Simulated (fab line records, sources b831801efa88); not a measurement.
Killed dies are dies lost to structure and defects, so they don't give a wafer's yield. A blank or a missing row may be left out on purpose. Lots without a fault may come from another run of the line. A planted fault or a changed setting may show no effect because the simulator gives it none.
A struck lot beside a sound one | flow sky130 | 14 steps out of a route of 708
Sound: wafers L756.2, L756.4, L756.6. Struck: wafers L753.1, L753.2, L753.4. The cause comes at the end.
At each step with rows: each side's tool, then ch and its chambers, then its first start. Under that, the readings that differ: sound wafers | struck wafers | difference of the means | sigmas: that difference in standard deviations of wafers without a fault.
alike: readings whose means differ by less than 2 such deviations, and words and numbers that are the same on both sides. not compared: withheld readings, readings that some wafer has no value for, bounds like >300 that may hide the same value, and numbers for which the record gives no deviation and whose values overlap.
The two part at a step that has a row with sigmas, a row that says differs or no value, or rows on one side only. Numbers that don't overlap but have no deviation are shown without sigmas and don't part them. A reading that every wafer of one side lacks parts them only if that side has two wafers or more.

first, 3 steps without rows for these wafers: SKY_METAL5_STRIP_17 (strips in post etch residue remover, time 1200 s); SKY_METAL5_CLEAN_18 (cleans in IPA, time 180 s); SKY_METAL5_CLEAN_19 (cleans in O3/DIW).
SKY_PASSIVATION_CVD_00: deposits SiO2, target thk 90 nm.
  sound on pecvd-01 ch 0,1, day 48 12:37; struck on pecvd-03 ch 0,1,2, day 48 07:14
  alike: heater_power_w
SKY_PASSIVATION_THK_MEAS_01:
  sound on film_metro-02, day 48 12:39; struck on film_metro-04, day 48 07:15
  alike: PASSIVATION_CVD_00_THK
SKY_PASSIVATION_CVD_02: deposits Si3N4, target thk 540 nm.
  sound on pecvd-02 ch 1,2, day 48 12:42; struck on pecvd-01 ch 0,1,2, day 48 07:19
  alike: heater_power_w
SKY_PASSIVATION_THK_MEAS_03:
  sound on film_metro-01, day 48 13:02; struck on film_metro-01, day 48 07:32
  alike: PASSIVATION_CVD_02_THK
then, 5 steps without rows for these wafers: SKY_PASSIVATION_DEHYDRATE_04 (time 60 s); SKY_PASSIVATION_HMDS_05 (prime time 60 s); SKY_PASSIVATION_COAT_06 (resist thk 3000 nm); SKY_PASSIVATION_SOFTBAKE_07; SKY_PASSIVATION_EXPOSE_08 (exposes mask NSM, target cd 3000 nm).
SKY_PASSIVATION_PEB_09:
  sound on litho_track-01 ch 0, day 49 06:00; struck on litho_track-02, day 49 01:00
  no value came back on the struck wafers for chill_plate_temp_C (C), exhaust_pa (Pa); on the sound wafers chill_plate_temp_C (C) reads 22.98 22.98 22.75
then, 1 step without rows for these wafers: SKY_PASSIVATION_DEVELOP_10 (develop time 60 s).

WHERE THEY PART
Only at SKY_PASSIVATION_PEB_09, within this record.

WHY: what the simulator had put in
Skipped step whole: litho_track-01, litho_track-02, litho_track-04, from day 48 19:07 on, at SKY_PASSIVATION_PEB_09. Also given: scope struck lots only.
